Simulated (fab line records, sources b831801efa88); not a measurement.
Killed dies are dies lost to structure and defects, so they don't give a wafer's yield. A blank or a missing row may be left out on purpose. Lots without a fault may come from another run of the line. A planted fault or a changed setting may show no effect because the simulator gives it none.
One fault seen from 2 desks | flow gf180mcu | each desk has only its own numbers; what lay behind them comes last

THE TOOL OWNER'S DESK: pvd_sputter-02
The tool's own readings at GF_M1_SPUTTER_02 (material AlCu, target thk 450 nm, time 23.9 s): means of the sampled wafers that have a number, for each lot that ran on this tool. A lot is out of limits, marked OUT, if its mean lies more than 4 standard deviations from the usual mean; the brackets give that distance.
Columns: A = throttle_valve_pct at GF_M1_SPUTTER_02, usual 29.9 %
lot  | first seen here | A
L278 | day 16 10:15    | 29.9
L279 | day 16 21:05    | 30.0
L281 | day 17 13:44    | 30.7
L285 | day 18 17:31    | 30.0
L293 | day 21 18:41    | 29.0
L294 | day 22 01:32    | 29.7
This desk's finding: nothing out of limits on any of the 6 lots.

THE METROLOGY DESK
What the gauges read, lot by lot, whatever tool the lot ran on: means of the sampled wafers that have a number. A lot is out of limits, marked OUT, if its mean lies more than 4 standard deviations from the usual mean; the brackets give that distance.
Columns: A = cd_nm at GF_TOP_METAL_CD_MEAS_14, usual 439.5 nm
lot  | first seen here | A
L278 | day 28 09:44    | 436.9
L280 | day 28 15:17    | 440.8
L279 | day 28 15:29    | 442.1
L281 | day 29 10:00    | 439.5
L283 | day 29 23:56    | 440.1
L285 | day 30 07:20    | 437.5
L288 | day 31 05:41    | 436.5
L292 | day 32 04:04    | 437.6
L293 | day 32 11:35    | 439.9
L294 | day 32 17:17    | 440.2
L296 | day 33 05:49    | 442.6
L299 | day 33 16:44    | 443.5
L301 | day 34 05:56    | 441.3
This desk's finding: nothing out of limits on any of the 13 lots.

PUT TOGETHER
The tool owner's desk saw nothing out of limits.
The metrology desk saw nothing out of limits.

WHAT THE SIMULATOR HAD PUT IN
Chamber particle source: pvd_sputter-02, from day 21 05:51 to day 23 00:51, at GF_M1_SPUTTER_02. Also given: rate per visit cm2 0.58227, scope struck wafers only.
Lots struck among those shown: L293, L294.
